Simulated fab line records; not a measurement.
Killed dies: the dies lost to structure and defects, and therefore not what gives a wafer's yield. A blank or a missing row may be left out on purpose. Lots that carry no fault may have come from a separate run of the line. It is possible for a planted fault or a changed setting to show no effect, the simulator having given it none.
Which tool did it? ; flow sky130 ; 12 lots, 36 wafers sampled, at 4 steps of a route of 708

WHAT EACH GAUGE READ, for each wafer
SKY_VIA2_THK_MEAS_23: measures by xrf. Usual: for VIA2_W_THK the level is 407 nm and the standard deviation is 5.1.
lot;measured;on;VIA2_W_THK (nm);flag
L207;day 36 07:47;film_metro-02;402 409 406;
L208;day 36 09:50;film_metro-01;409 407 404;
L209;day 36 23:22;film_metro-04;408 410 414;
L213;day 38 06:01;film_metro-02;406 415 411;
L216;day 39 17:03;film_metro-01;407 410 409;
L221;day 40 16:44;film_metro-02;407 406 412;
L223;day 41 03:01;film_metro-04;404 406 407;
L225;day 41 12:55;film_metro-01;411 413 410;
L224;day 41 13:37;film_metro-04;406 409 405;
L226;day 41 19:35;film_metro-01;413 411 412;
L229;day 42 16:53;film_metro-02;399 406 410;
L230;day 42 19:21;film_metro-04;403 401 404;

WHICH TOOL RAN EACH LOT (tool, then ch and the chambers of the sampled wafers, then the start)
lot;SKY_METAL2_DESCUM_17;SKY_VIA2_ETCH_15;SKY_VIA2_STRIP_16
L207;rie_metal-04 ch 0,1, day 35 02:59;rie_diel-02 ch 1,2, day 36 06:47;plasma_asher-03 ch 0,1, day 36 06:50
L208;rie_metal-01 ch 0,1, day 35 04:52;rie_diel-04 ch 0,2, day 36 08:50;plasma_asher-04 ch 1, day 36 08:53
L209;rie_metal-01 ch 0,1, day 35 19:07;rie_diel-01 ch 0,2, day 36 22:22;plasma_asher-02 ch 0,1, day 36 22:26
L213;rie_metal-02 ch 0,1, day 37 01:22;rie_diel-01 ch 0,3, day 38 05:02;plasma_asher-04 ch 0,1, day 38 05:05
L216;rie_metal-04 ch 1, day 38 13:26;rie_diel-01 ch 0,1,3, day 39 16:04;plasma_asher-02 ch 0, day 39 16:08
L221;rie_metal-02 ch 0,1, day 39 14:31;rie_diel-04 ch 0,1,3, day 40 15:47;plasma_asher-03 ch 0,1, day 40 15:50
L223;rie_metal-04 ch 0,1, day 40 00:38;rie_diel-04 ch 1,2, day 41 02:02;plasma_asher-02 ch 0,1, day 41 02:08
L225;rie_metal-04 ch 1, day 40 10:19;rie_diel-04 ch 1,2,3, day 41 11:55;plasma_asher-02 ch 0,1, day 41 11:59
L224;rie_metal-02 ch 0,1, day 40 10:50;rie_diel-04 ch 1,2, day 41 12:38;plasma_asher-04 ch 0,1, day 41 12:43
L226;rie_metal-02 ch 0,1, day 40 17:08;rie_diel-02 ch 1,2,3, day 41 18:34;plasma_asher-02 ch 0,1, day 41 18:38
L229;rie_metal-02 ch 0,1, day 41 15:11;rie_diel-01 ch 0,1,3, day 42 15:55;plasma_asher-03 ch 0,1, day 42 15:59
L230;rie_metal-01 ch 0, day 41 16:38;rie_diel-04 ch 0,1,2, day 42 18:22;plasma_asher-04 ch 0,1, day 42 18:26
- SKY_METAL2_DESCUM_17: chemistry O2, time 8 s.
- SKY_VIA2_ETCH_15: etches SiO2 in C4F8/O2/Ar, stops on TiN, target depth 546 nm, time 84 s.
- SKY_VIA2_STRIP_16: strips in O2/N2.

WHAT THE TOOLS THEMSELVES READ (means of the sampled wafers that have a number; where no wafer has one, the mark that the record gives instead)
SKY_METAL2_DESCUM_17. Usual: drypump_motor_current_A 6.1 A, standard deviation 0.31; oes_product_au 1.004 a.u., standard deviation 0.013.
lot;tool;drypump_motor_current_A (A);oes_product_au (a.u.);flag
L207;rie_metal-04;5.7;1.017;
L208;rie_metal-01;6.2;0.991;
L209;rie_metal-01;6.2;1.000;
L213;rie_metal-02;6.4;0.993;
L216;rie_metal-04;5.6;1.004;
L221;rie_metal-02;6.2;0.996;
L223;rie_metal-04;5.7;1.008;
L225;rie_metal-04;5.6;1.004;
L224;rie_metal-02;6.2;0.987;
L226;rie_metal-02;6.4;1.001;
L229;rie_metal-02;6.4;1.008;
L230;rie_metal-01;6.3;1.021;

SKY_VIA2_ETCH_15. Usual: bias_w 1200 W, standard deviation 3.2; oes_product_au 0.939 a.u., standard deviation 0.0048.
lot;tool;bias_w (W);oes_product_au (a.u.);flag
L207;rie_diel-02;1199;0.940;
L208;rie_diel-04;1202;0.938;
L209;rie_diel-01;1197;0.935;
L213;rie_diel-01;1200;0.934;
L216;rie_diel-01;1160;0.943;OFF
L221;rie_diel-04;1201;0.938;
L223;rie_diel-04;1200;0.942;
L225;rie_diel-04;1201;0.941;
L224;rie_diel-04;1203;0.937;
L226;rie_diel-02;1200;0.941;
L229;rie_diel-01;1200;0.937;
L230;rie_diel-04;1199;0.942;

SKY_VIA2_STRIP_16. Usual: drypump_motor_current_A 5.6 A, standard deviation 0.62; oes_product_au 0.399 a.u., standard deviation 0.005; strip_time_to_endpoint_s 4.04 s, standard deviation 0.037.
lot;tool;drypump_motor_current_A (A);oes_product_au (a.u.);strip_time_to_endpoint_s (s);flag
L207;plasma_asher-03;5.5;0.398;4.11;
L208;plasma_asher-04;4.7;0.397;4.00;
L209;plasma_asher-02;5.5;0.398;4.04;
L213;plasma_asher-04;5.3;0.399;4.04;
L216;plasma_asher-02;6.2;0.394;4.04;
L221;plasma_asher-03;5.5;0.395;4.06;
L223;plasma_asher-02;5.6;0.404;4.05;
L225;plasma_asher-02;5.9;0.400;4.01;
L224;plasma_asher-04;5.9;0.396;4.05;
L226;plasma_asher-02;5.5;0.399;4.09;
L229;plasma_asher-03;5.6;0.406;4.03;
L230;plasma_asher-04;5.9;0.403;4.08;

THE ANSWER, worked out from the rows above alone
Rule: a lot is off if the mean of its wafers that have a number lies more than 3 standard deviations from the usual mean. A lot without any number at a reading at which 4 lots or more have one is off too. Any other lot the step has rows for is counted as sound. Order of review: gauges by route order, followed by the tools' own readings, for which a lot's mean as printed above is used. At the first step where some lot is off, the reading lying furthest off is the one used; lots without a number count as furthest.
Off: L216 (SKY_VIA2_ETCH_15, bias_w).
If a tool, at that step or one of the process steps before it, ran each lot that is off and ran no sound lot following the first of them, it fits. Of those tried, none fits.

WHAT THE SIMULATOR PUT IN
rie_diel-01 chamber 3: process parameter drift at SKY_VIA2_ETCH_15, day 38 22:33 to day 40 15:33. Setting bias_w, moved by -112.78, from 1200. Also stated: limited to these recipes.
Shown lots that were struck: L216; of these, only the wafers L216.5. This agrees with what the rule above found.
